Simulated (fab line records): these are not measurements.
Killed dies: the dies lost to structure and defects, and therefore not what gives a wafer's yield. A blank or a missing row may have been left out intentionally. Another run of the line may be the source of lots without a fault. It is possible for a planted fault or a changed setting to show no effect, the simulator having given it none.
Matching of chambers / flow sfq_line / SFQ_TRILAYER_I4_VIA_ETCH_VIA_ETCH_106 on rie_diel-02: 4 sister chambers
The step etches SiO2 in CHF3, stops on Nb, target depth 260 nm. 8 wafers are shown with their chamber, then 7 later ones without.

WAFERS WITH THEIR CHAMBER
wafer=L222.4; chamber=1; rf_fwd_power_W (W)=498.1; oes_product_au (a.u.)=0.861
wafer=L224.4; chamber=0; rf_fwd_power_W (W)=497.2; oes_product_au (a.u.)=0.864
wafer=L225.4; chamber=1; rf_fwd_power_W (W)=497.0; oes_product_au (a.u.)=0.847
wafer=L225.5; chamber=2; rf_fwd_power_W (W)=496.8; oes_product_au (a.u.)=0.859
wafer=L225.6; chamber=3; rf_fwd_power_W (W)=496.5; oes_product_au (a.u.)=0.856
wafer=L226.2; chamber=3; rf_fwd_power_W (W)=496.8; oes_product_au (a.u.)=0.868
wafer=L226.3; chamber=2; rf_fwd_power_W (W)=500.7; oes_product_au (a.u.)=0.860
wafer=L226.4; chamber=0; rf_fwd_power_W (W)=498.4; oes_product_au (a.u.)=0.854

WAFERS WITH NO CHAMBER GIVEN
wafer=L234.2; rf_fwd_power_W (W)=498.9; oes_product_au (a.u.)=0.855
wafer=L234.3; rf_fwd_power_W (W)=496.0; oes_product_au (a.u.)=0.859
wafer=L234.5; rf_fwd_power_W (W)=499.1; oes_product_au (a.u.)=0.864
wafer=L236.4; rf_fwd_power_W (W)=498.6; oes_product_au (a.u.)=0.860
wafer=L236.6; rf_fwd_power_W (W)=497.9; oes_product_au (a.u.)=0.849
wafer=L237.1; rf_fwd_power_W (W)=497.6; oes_product_au (a.u.)=0.855
wafer=L237.5; rf_fwd_power_W (W)=499.6; oes_product_au (a.u.)=0.849

EACH ONE'S CHAMBER
wafer=L234.2; from the rows above=can't be placed: 2 or 0 or 1 or 3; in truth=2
wafer=L234.3; from the rows above=can't be placed: 3 or 0 or 1 or 2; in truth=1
wafer=L234.5; from the rows above=can't be placed: 2 or 0 or 3 or 1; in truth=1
wafer=L236.4; from the rows above=can't be placed: 2 or 0 or 1 or 3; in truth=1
wafer=L236.6; from the rows above=can't be placed: 1 or 0 or 2 or 3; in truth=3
wafer=L237.1; from the rows above=can't be placed: 1 or 0 or 2 or 3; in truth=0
wafer=L237.5; from the rows above=can't be placed: 2 or 1 or 0 or 3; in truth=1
0 of 7 placed correctly. Unplaceable from these rows: 7, with the true chamber sitting among the candidates in 7. Wrongly placed: 0.
How it was worked out, from the rows above alone: a wafer's distance from a chamber is the root of the sum, over the readings, of the square of ((its reading less the chamber's mean) divided by the reading's scatter). The wafer belongs to the nearest chamber; if the next one is less than 2 further off, it can't be placed. For every chamber, the mean is computed from those of its wafers that are shown. The scatter is the square root of a quotient: the sum, over the shown wafers, of each reading's squared deviation from its chamber's mean, divided by wafers minus chambers.
